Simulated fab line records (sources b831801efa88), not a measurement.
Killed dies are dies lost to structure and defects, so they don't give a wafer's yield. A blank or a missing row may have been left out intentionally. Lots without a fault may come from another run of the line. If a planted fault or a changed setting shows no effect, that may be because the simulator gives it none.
Comparing a struck lot with a sound one | flow sky130 | 18 steps out of a route of 708
Sound: wafers L464.2, L464.3, L464.5. Wafers struck: L477.2, L477.3, L477.5. At the end, the cause is stated.
Order at every step that has rows: each side's tool, ch and its chambers, its first start. Under that, the readings that differ: sound wafers | struck wafers | difference of the means | sigmas: that difference in standard deviations of wafers without a fault.
alike: words and numbers the same on both sides, and readings whose means are apart by under 2 such deviations; not compared: readings that were withheld, readings missing a value for some wafer, numbers with overlapping values and no deviation given by the record, and bounds like >300 which may hide the same value.
A row with sigmas, a row that says differs or no value, or rows on one side alone: a step with any of these is where the two part. Numbers that have no deviation but don't overlap get no sigmas and don't part them. A reading missing from all wafers of one side parts the sides only when that side holds two or more wafers.

first, 7 steps without rows for these wafers: SKY_RES_XHIGH_HMDS_01 (prime time 60 s); SKY_RES_XHIGH_COAT_02 (resist thk 1140 nm); SKY_RES_XHIGH_SOFTBAKE_03 (time 60 s); SKY_RES_XHIGH_EXPOSE_04 (exposes mask URPM, target cd 1270 nm); SKY_RES_XHIGH_PEB_05; SKY_RES_XHIGH_DEVELOP_06 (develop time 60 s); SKY_RES_XHIGH_IMPLANT_07.
SKY_RES_XHIGH_STRIP_08: strips in O2/N2.
  sound on plasma-asher-01 ch 0,1, day 26 15:06; struck on plasma-asher-01 ch 0,1, day 31 07:36
  alike: drypump-motor-current-A, oes-product-au, strip-time-to-endpoint-s
  not compared: rf-hours-counter-h
SKY_RES_XHIGH_TW_MEAS_09:
  sound on film-metro-04 at day 26 15:13; struck on film-metro-04 at day 31 07:43
  alike: RES_XHIGH_TW
then, 3 steps without rows for these wafers: SKY_SD_N_DEHYDRATE_00 (time 60 s); SKY_SD_N_HMDS_01 (prime time 60 s); SKY_SD_N_COAT_02 (resist thk 1140 nm).
SKY_SD_N_SOFTBAKE_03: time 60 s.
  sound on litho-track-01 ch 0, day 27 05:19; struck on litho-track-02 ch 0, day 31 21:44
  reading                                   | sound             | struck            | difference | sigmas
  heater-power-total-W (W)                  | 56.64 56.59 56.60 | 59.83 60.01 60.01 | +3.34      | +73
  plate-temp-C (C)                          | 89.96 89.97 90.09 | 93.99 93.87 94.08 | +3.97      | +31
  model.NOVOLAK_of_SD_N_COAT_02.thk-nm (nm) | 1140 1140 1142    | 1131 1132 1135    | -8         |
  alike: chill-plate-temp-C
then, 2 steps without rows for these wafers: SKY_SD_N_EXPOSE_04 (exposes mask NSDM, target cd 380 nm); SKY_SD_N_PEB_05.
SKY_SD_N_DEVELOP_06: develop time 60 s.
  sound on litho-track-03 ch 0, day 27 19:45; struck on litho-track-03 ch 0, day 32 11:18
  reading                                   | sound          | struck         | difference | sigmas
  model.NOVOLAK_of_SD_N_COAT_02.thk-nm (nm) | 1139 1140 1141 | 1131 1132 1135 | -7         |
  alike: chill-plate-temp-C
SKY_SD_N_CD_MEAS_07 targets a cd of 380 nm.
  sound on cd-sem-01 at day 27 19:54; struck on cd-sem-01 at day 32 11:27
  alike: cd-nm
-- the record jumps here: 17 days lie between the struck wafers' starts before and after (it left off in module SD_N and takes up again in module PAD_OPEN, whose first step shown is number 708 of the route) --
SKY_PAD_OPEN_PROBE_99:
  rows exist in the record for the struck wafers here (prober-02, day 49 01:13), but not for the sound ones

WHERE THEY PART
First at SKY_SD_N_SOFTBAKE_03; last, within this record, at SKY_PAD_OPEN_PROBE_99.

WHY: the cause the simulator had injected
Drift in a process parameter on litho-track-02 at SKY_SD_N_SOFTBAKE_03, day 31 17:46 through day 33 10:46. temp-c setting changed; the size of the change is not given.
